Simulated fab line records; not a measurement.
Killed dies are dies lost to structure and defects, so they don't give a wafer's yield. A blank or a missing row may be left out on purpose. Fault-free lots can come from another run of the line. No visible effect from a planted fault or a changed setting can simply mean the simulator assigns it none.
Chamber matching | flow sky130 | SKY_CAPM_CVD_00 on pecvd-04: 3 sister chambers
The step deposits SiO2, target thk 15.5 nm. 3 wafers are shown with their chamber, then 8 later ones without.

== EACH WAFER AND ITS CHAMBER ==
wafer  | chamber | heater_power_w (W)
L085.4 | 2       | 609
L085.5 | 0       | 875
L088.1 | 1       | 661

== WAFERS WITH NO CHAMBER GIVEN ==
wafer  | heater_power_w (W)
L088.4 | 668
L088.6 | 814
L091.2 | 649
L091.3 | 672
L091.4 | 830
L094.2 | 628
L094.4 | 647
L094.6 | 629

== CHAMBER TAKEN BY EACH ==
wafer  | from the rows above     | in truth
L088.4 | can't be placed: 1 or 2 | 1
L088.6 | 0                       | 0
L091.2 | can't be placed: 1 or 2 | 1
L091.3 | can't be placed: 1 or 2 | 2
L091.4 | 0                       | 0
L094.2 | can't be placed: 2 or 1 | 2
L094.4 | can't be placed: 1 or 2 | 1
L094.6 | can't be placed: 2 or 1 | 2
Correct placement for 2 of the 8. These rows do not allow placing 6 (true chamber among the candidates in 6). Number placed wrongly: 0.
How it was worked out, from the rows above alone: a wafer's distance from a chamber is the root of the sum, over the readings, of the square of ((its reading less the chamber's mean) divided by the reading's scatter). The wafer belongs to the nearest chamber; if the next one is less than 2 further off, it can't be placed. For every chamber, the mean is computed from those of its wafers that are shown. The scatter (one wafer shown for each chamber): square how far every hidden wafer sits from the nearest shown wafer, average those squares and take the square root.
